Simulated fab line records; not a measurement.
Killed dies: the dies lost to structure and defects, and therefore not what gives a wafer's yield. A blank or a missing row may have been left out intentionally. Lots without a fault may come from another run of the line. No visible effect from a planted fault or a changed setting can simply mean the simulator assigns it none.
fab line records | flow gf180mcu
record: lots: 10 wafers: 30 last_day: 34
route steps=602 shown M2@379 MIM@509 TOP_METAL@570
lots untouched by any fault: they come from a run of this same line in which no faults occurred
start_h: start of the lot's first displayed wafer, in hours after the record's first day | wait_h: time in hours since the lot's previous step | " repeats the value in the row above | L1.1+2: a row that stands for several wafers | - either no value or no given start | * or withheld: withheld | < > ~ a bound
route shown NAME@n: a module of which the file shows steps, and the number in the route of the first | usual: mean/standard deviation of fault-free wafers | same: alike in all rows | chamber/n: place in a boat | sites: per-site readings | _std_site: their standard deviation | _edge_site: mean of outer sites minus mean of inner sites | radius_mm: for every site, how far away it sits from the centre of the wafer | mask NAME#n: copy n | behind: tool/chamber where the wafer was last shaped | hold: why the lot was held/for how many hours/how that ended | device: whichever transistor did not switch (one of n, p or np) | end of line: the same wafers' tests at the end of the route | a step given without rows: its recipe and nothing more | killed: dies lost to structure and defects at the first sort, not the wafer's yield | map: per-die view of a wafer (x killed, . not killed, _ where there is no die)
set.NAME: the setting the step ran with; set.NAME@STEP: the setting that earlier step ran with | model.NAME: the simulator's own value behind a step, which no gauge read
one table for each step of the route and one row for each wafer, over a sample of lots
services: the hour from which a tool's chamber was out of use, counted from the record's first day as start_h (under 0 if before that day), plus the number of hours and why
== steps ==
step: GF_M2_STRIP_17
recipe: chemistry: O2/N2 power_w: 1400 pressure_mtorr: 1500 platen_temp_c: 250 o2_flow_sccm: 3000 n2_flow_sccm: 300 overash_fraction: 0.5
usual: chamber_pressure_mTorr: 1500.1/1.6 drypump_motor_current_A: 5.8/0.5 heater_power_w: 338/36 n2_flow_sccm: 299.8/0.82 o2_flow_sccm: 2999/9.1 oes_product_au: 0.556/0.0047 strip_time_to_endpoint_s: 7.85/0.043
columns lot.wafer tool chamber start_h wait_h chamber_pressure_mTorr drypump_motor_current_A heater_power_w n2_flow_sccm o2_flow_sccm oes_product_au rf_hours_counter_h strip_time_to_endpoint_s
L272.1 plasma_asher-03 1 472.53 0.1 1499.6 6.3 409 299.7 3023 0.560 38 7.87
L272.2 " 0 " " 1499.6 5.3 345 299.8 3002 0.566 38 7.87
L272.3 " 0 " " 1501.1 5.3 344 299.3 3001 0.556 - 7.81
L274.1 plasma_asher-04 1 494.71 0.1 1502.0 6.4 320 299.7 3004 0.555 7 7.90
L274.5 " 1 " " 1498.6 6.4 315 300.5 2991 0.562 - 7.88
L274.6 " 0 " " 1501.9 5.1 343 300.0 3006 0.559 - 7.87
L276.3 plasma_asher-03 1 510.22 0.1 1499.1 6.3 400 300.1 2989 0.556 - 7.83
L276.4 " 0 " " 1500.2 5.3 335 299.4 3001 0.562 - 7.75
L276.5 " 0 " " 1500.2 5.3 336 298.9 2987 0.552 - 7.76
L277.1 plasma_asher-03 0 518.82 0.2 1502.3 5.3 343 300.2 3000 0.558 43 7.81
L277.5 " 0 " " 1499.6 5.3 338 298.8 2990 0.555 - 7.82
L277.6 " 1 " " 1501.5 6.3 408 300.3 3002 0.560 - 7.84
L279.1 plasma_asher-02 0 536.93 0.1 1499.9 6.0 292 299.6 2991 0.554 90 7.88
L279.4 " 0 " " 1500.4 6.0 279 299.7 2995 0.558 - 7.91
L279.6 " 0 " " 1497.2 6.0 286 299.7 2996 0.551 - 7.86
L280.2 plasma_asher-03 0 545.06 0.1 1501.5 5.3 335 299.3 3001 0.547 45 7.85
L280.3 " 0 " " 1502.1 5.3 335 300.6 2999 0.542 - 7.85
L280.6 " 0 " " 1500.7 5.3 334 299.7 2997 0.555 - 7.85
L281.4 plasma_asher-04 1 556.91 0.1 1497.8 6.4 320 299.6 3001 0.558 - 7.85
L281.5 " 0 " " 1498.1 5.1 335 299.0 2986 0.552 - 7.81
L281.6 " 1 " " 1496.9 6.4 320 298.9 3001 0.551 - 7.82
L285.2 plasma_asher-03 0 588.61 0.1 1501.0 5.3 337 300.8 2998 0.556 50 7.81
L285.3 " 1 " " 1497.6 6.3 408 299.9 3002 0.553 - 7.87
L285.6 " 1 " " 1500.5 6.3 410 301.2 3007 0.559 - 7.83
L286.3 plasma_asher-02 0 592.54 0.1 1500.2 6.0 286 299.8 3000 0.561 - 7.89
L286.5 " 1 " " 1498.1 5.9 337 299.9 2998 0.557 - 7.85
L286.6 " 0 " " 1499.3 6.0 285 299.9 2993 0.564 - 7.89
L290.2 plasma_asher-02 1 617.98 0.1 1499.7 6.0 342 299.5 3022 0.556 97 7.97
L290.4 " 0 " " 1499.6 6.0 284 299.9 2998 0.553 - 7.89
L290.5 " 1 " " 1502.0 6.0 339 299.1 3009 0.558 - 7.89
step: GF_MIM_THK_MEAS_06
recipe: reads: Si3N4_of_MIM_CVD_05
usual: MIM_CVD_05_THK: 42.0/0.61
columns lot.wafer tool chamber start_h wait_h MIM_CVD_05_THK[nm]
L272.1 film_metro-01 - 594.86 0.0 41.4
L272.2 " - " " 42.4
L272.3 " - " " 41.1
L274.1 film_metro-04 - 615.11 0.0 42.3
L274.5 " - " " 42.7
L274.6 " - " " 41.6
L276.3 film_metro-03 - 628.09 0.0 41.3
L276.4 " - " " 41.6
L276.5 " - " " 42.5
L277.1 film_metro-03 - 635.81 0.0 41.1
L277.5 " - " " 41.6
L277.6 " - " " 41.9
L279.1 film_metro-03 - 652.94 0.0 42.7
L279.4 " - " " 42.5
L279.6 " - " " 43.0
L280.2 film_metro-01 - 659.15 0.0 41.9
L280.3 " - " " 41.2
L280.6 " - " " 42.2
L281.4 film_metro-03 - 669.57 0.0 42.5
L281.5 " - " " 43.0
L281.6 " - " " 43.7
L285.2 film_metro-03 - 697.44 0.0 42.1
L285.3 " - " " 41.7
L285.6 " - " " 42.3
L286.3 film_metro-01 - 701.21 0.0 41.0
L286.5 " - " " 41.2
L286.6 " - " " 42.0
L290.2 film_metro-01 - 723.33 0.0 42.7
L290.4 " - " " 42.3
L290.5 " - " " 42.2
step: GF_MIM_SPUTTER_08
recipe: material: AlCu target_thk_nm: 200 power_w: 10600 time_s: 10.6 chamber_pressure_pa: 0.4
usual: throttle_valve_pct: 29.6/1.1
columns lot.wafer tool chamber start_h wait_h throttle_valve_pct
L272.1 pvd_sputter-03 - 594.97 0.0 28.1
L272.2 " - " " 29.1
L272.3 " - " " 28.5
L274.1 pvd_sputter-04 - 615.22 0.0 30.8
L274.5 " - " " 30.8
L274.6 " - " " 30.8
L276.3 pvd_sputter-03 - 628.17 0.0 28.1
L276.4 " - " " 29.2
L276.5 " - " " 29.2
L277.1 pvd_sputter-04 - 635.92 0.0 30.7
L277.5 " - " " 30.7
L277.6 " - " " 30.7
L279.1 pvd_sputter-03 - 653.05 0.0 28.3
L279.4 " - " " 28.0
L279.6 " - " " 28.3
L280.2 pvd_sputter-03 - 659.25 0.0 29.1
L280.3 " - " " 28.2
L280.6 " - " " 28.1
L281.4 pvd_sputter-01 - 669.66 0.0 29.7
L281.5 " - " " 30.3
L281.6 " - " " 28.7
L285.2 pvd_sputter-03 - 697.53 0.0 28.5
L285.3 " - " " 28.2
L285.6 " - " " 27.9
L286.3 pvd_sputter-01 - 701.29 0.0 30.6
L286.5 " - " " 30.7
L286.6 " - " " 30.5
L290.2 pvd_sputter-04 - 723.42 0.0 30.7
L290.4 " - " " 29.8
L290.5 " - " " 30.8
step: GF_MIM_RS_MEAS_10
recipe: thk_meas_gauge: four-point-probe reads: TiN_of_MIM_SPUTTER_09+AlCu_of_MIM_SPUTTER_08+TiN_of_MIM_SPUTTER_07
usual: MIM_ALCU_RS: 0.1604/0.002
columns lot.wafer tool chamber start_h wait_h MIM_ALCU_RS[ohm/sq]
L272.1 film_metro-03 - 595.02 0.0 0.1585
L272.2 " - " " 0.1618
L272.3 " - " " 0.1602
L274.1 film_metro-03 - 615.27 0.0 0.1597
L274.5 " - " " 0.1608
L274.6 " - " " 0.1598
L276.3 film_metro-04 - 628.27 0.1 0.1571
L276.4 " - " " 0.1590
L276.5 " - " " 0.1596
L277.1 film_metro-01 - 635.97 0.0 0.1588
L277.5 " - " " 0.1606
L277.6 " - " " 0.1588
L279.1 film_metro-01 - 653.10 0.0 0.1601
L279.4 " - " " 0.1598
L279.6 " - " " 0.1608
L280.2 film_metro-03 - 659.32 0.0 0.1603
L280.3 " - " " 0.1821
L280.6 " - " " 0.1591
L281.4 film_metro-01 - 669.76 0.1 0.1570
L281.5 " - " " 0.1575
L281.6 " - " " 0.1584
L285.2 film_metro-04 - 697.61 0.0 0.1605
L285.3 " - " " 0.1839
L285.6 " - " " 0.1590
L286.3 film_metro-03 - 701.39 0.1 0.1598
L286.5 " - " " 0.1589
L286.6 " - " " 0.1598
L290.2 film_metro-03 - 723.50 0.0 0.1616
L290.4 " - " " 0.1619
L290.5 " - " " 0.1604
step: GF_MIM_THK_MEAS_11
recipe: thk_meas_gauge: xrf reads: AlCu_of_MIM_SPUTTER_08
usual: MIM_ALCU_THK: 197.0/2.4
columns lot.wafer tool chamber start_h wait_h MIM_ALCU_THK[nm]
L272.1 film_metro-03 - 595.14 0.1 198.3
L272.2 " - " " 195.0
L272.3 " - " " 196.9
L274.1 film_metro-03 - 615.39 0.1 198.1
L274.5 " - " " 195.8
L274.6 " - " " 198.0
L276.3 film_metro-04 - 628.37 0.1 199.3
L276.4 " - " " 197.8
L276.5 " - " " 196.4
L277.1 film_metro-01 - 636.09 0.1 198.9
L277.5 " - " " 196.3
L277.6 " - " " 197.8
L279.1 film_metro-01 - 653.22 0.1 197.4
L279.4 " - " " 198.7
L279.6 " - " " 197.9
L280.2 film_metro-03 - 659.43 0.1 197.3
L280.3 " - " " 174.5
L280.6 " - " " 197.8
L281.4 film_metro-01 - 669.85 0.1 202.9
L281.5 " - " " 202.0
L281.6 " - " " 200.1
L285.2 film_metro-04 - 697.72 0.1 197.6
L285.3 " - " " 173.2
L285.6 " - " " 199.8
L286.3 film_metro-03 - 701.49 0.1 197.1
L286.5 " - " " 199.2
L286.6 " - " " 198.0
L290.2 film_metro-03 - 723.61 0.1 195.6
L290.4 " - " " 194.9
L290.5 " - " " 197.4
step: GF_MIM_METAL_ETCH_19
recipe: chemistry: Cl2/BCl3 mask_material: NOVOLAK stop_on: Si3N4 target_depth_nm: 324.5 pressure_mtorr: 8 icp_w: 800 bias_w: 140 Cl2_flow_sccm: 80 bcl3_flow_sccm: 40 time_s: 54.1
usual: chamber_pressure_mTorr: 8.000/0.0067 drypump_motor_current_A: 5.7/0.44 oes_product_au: 0.940/0.0065 throttle_valve_pct: 28.285/0.0099
columns lot.wafer tool chamber start_h wait_h chamber_pressure_mTorr drypump_motor_current_A oes_product_au rf_hours_counter_h throttle_valve_pct
L272.1 rie_metal-02 0 616.15 0.1 8.007 4.9 0.940 11 28.298
L272.2 " 0 " " 8.006 4.9 0.935 - 28.302
L272.3 " 0 " " 8.003 4.9 0.935 - 28.284
L274.1 rie_metal-03 0 635.21 0.1 8.002 5.6 0.945 3 28.295
L274.5 " 0 " " 7.997 5.6 0.945 - 28.266
L274.6 " 1 " " 8.003 5.9 0.949 - 28.282
L276.3 rie_metal-02 0 648.79 0.1 7.989 4.9 0.950 - 28.272
L276.4 " 1 " " 8.005 6.2 0.943 - 28.292
L276.5 " 0 " " 7.994 4.9 0.942 - 28.286
L277.1 rie_metal-03 0 654.81 0.1 7.996 5.6 0.952 3 28.277
L277.5 " 1 " " 7.994 5.9 0.944 - 28.284
L277.6 " 0 " " 8.002 5.6 0.952 - 28.286
L279.1 rie_metal-04 1 672.41 0.1 8.003 6.2 0.939 0 28.277
L279.4 " 1 " " 7.991 6.1 0.943 - 28.271
L279.6 " 0 " " 8.003 5.8 0.939 - 28.283
L280.2 rie_metal-03 0 678.30 0.1 7.996 5.6 0.934 4 28.302
L280.3 " 1 " " 8.005 5.9 0.894 - 28.340
L280.6 " 0 " " 8.004 5.6 0.943 - 28.274
L281.4 rie_metal-02 1 688.12 0.1 8.002 6.2 0.942 - 28.281
L281.5 " 1 " " 7.987 6.2 0.953 - 28.271
L281.6 " 0 " " 8.003 4.8 0.937 - 28.292
L285.2 rie_metal-03 0 715.95 0.1 8.004 5.6 0.938 5 28.283
L285.3 " 0 " " 7.989 5.6 0.894 - 28.342
L285.6 " 0 " " 7.997 5.6 0.944 - 28.269
L286.3 rie_metal-02 1 719.58 0.1 8.004 6.2 0.941 - 28.282
L286.5 " 0 " " 7.995 4.9 0.941 - 28.286
L286.6 " 1 " " 8.000 6.2 0.940 - 28.271
L290.2 rie_metal-02 0 740.36 0.1 8.007 4.9 0.937 1 28.286
L290.4 " 0 " " 7.997 4.9 0.934 - 28.284
L290.5 " 1 " " 7.997 6.2 0.941 - 28.294
step: GF_TOP_METAL_SPUTTER_03
recipe: material: Ti target_thk_nm: 5 substrate_temp_c: 300 chamber_pressure_pa: 0.3 power_w: 3000 time_s: 3.3
usual: throttle_valve_pct: 30.5/0.68
columns lot.wafer tool chamber start_h wait_h throttle_valve_pct
L272.1 pvd_sputter-02 - 659.57 0.0 30.4
L272.2 " - " " 30.0
L272.3 " - " " 31.3
L274.1 pvd_sputter-01 - 677.70 0.0 30.5
L274.5 " - " " 28.9
L274.6 " - " " 31.0
L276.3 pvd_sputter-01 - 690.52 0.0 29.3
L276.4 " - " " 30.8
L276.5 " - " " 30.4
L277.1 pvd_sputter-01 - 696.38 0.0 30.6
L277.5 " - " " 28.9
L277.6 " - " " 31.0
L279.1 pvd_sputter-02 - 714.26 0.0 31.2
L279.4 " - " " 31.0
L279.6 " - " " 31.4
L280.2 pvd_sputter-04 - 718.17 0.0 30.7
L280.3 " - " " 30.9
L280.6 " - " " 30.1
L281.4 pvd_sputter-04 - 728.12 0.0 30.0
L281.5 " - " " 30.7
L281.6 " - " " 29.9
L285.2 pvd_sputter-04 - 755.06 0.0 30.8
L285.3 " - " " 30.8
L285.6 " - " " 30.9
L286.3 pvd_sputter-04 - 757.55 0.0 31.0
L286.5 " - " " 30.6
L286.6 " - " " 31.1
L290.2 pvd_sputter-01 - 777.36 0.0 29.5
L290.4 " - " " 28.9
L290.5 " - " " 30.7
== services ==
columns tool chamber start_h hours kind
plasma_asher-02 - 455.14 2.8 pm
pvd_sputter-02 - 466.69 7.4 repair
rie_metal-03 - 479.00 1.0 repair
plasma_asher-02 - 484.79 15.6 pm
plasma_asher-03 - 521.65 10.7 repair
plasma_asher-02 - 527.84 0.5 repair
plasma_asher-02 - 558.71 14.6 pm
plasma_asher-03 - 558.90 1.9 repair
rie_metal-02 1 568.10 2.7 repair
plasma_asher-04 - 572.45 2.0 repair
pvd_sputter-01 - 579.50 1.1 repair
plasma_asher-03 - 579.69 0.8 repair
rie_metal-02 0 600.77 2.7 repair
plasma_asher-04 - 615.47 1.4 repair
plasma_asher-02 - 646.36 1.0 repair
rie_metal-03 - 646.47 1.4 pm
rie_metal-02 - 659.32 14.6 pm
plasma_asher-02 - 659.50 0.9 repair
pvd_sputter-02 - 675.91 10.1 repair
pvd_sputter-03 - 686.78 4.8 repair
pvd_sputter-04 - 700.49 1.2 repair
plasma_asher-02 - 733.75 9.0 pm
rie_metal-03 - 747.35 0.3 repair
rie_metal-02 - 774.71 0.2 repair
== key ==
first_sign: step: GF_MIM_RS_MEAS_10 reading: MIM_ALCU_RS direction: up sigmas: 11 usual: 0.1604 struck: 0.1830
effect: step: GF_MIM_THK_MEAS_11 reading: MIM_ALCU_THK direction: down sigmas: 9.5 usual: 197.0 struck: 173.9
effect: step: GF_MIM_METAL_ETCH_19 reading: oes_product_au direction: down sigmas: 7.2 usual: 0.940 struck: 0.894
met_at GF_MIM_SPUTTER_08
struck_lots L280,L285
struck_wafers L280.3,L285.3
not_acting_at GF_M2_STRIP_17,GF_MIM_THK_MEAS_06,GF_TOP_METAL_SPUTTER_03
onset_between 653.05 659.25
fault: kind: process_parameter_drift tool: pvd_sputter-03 chamber: - onset_h: 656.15 steps: GF_MIM_SPUTTER_08 channel: time_s offset: * shape: step end_h: 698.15 scope: struck_wafers_only acts_in: * stated: *
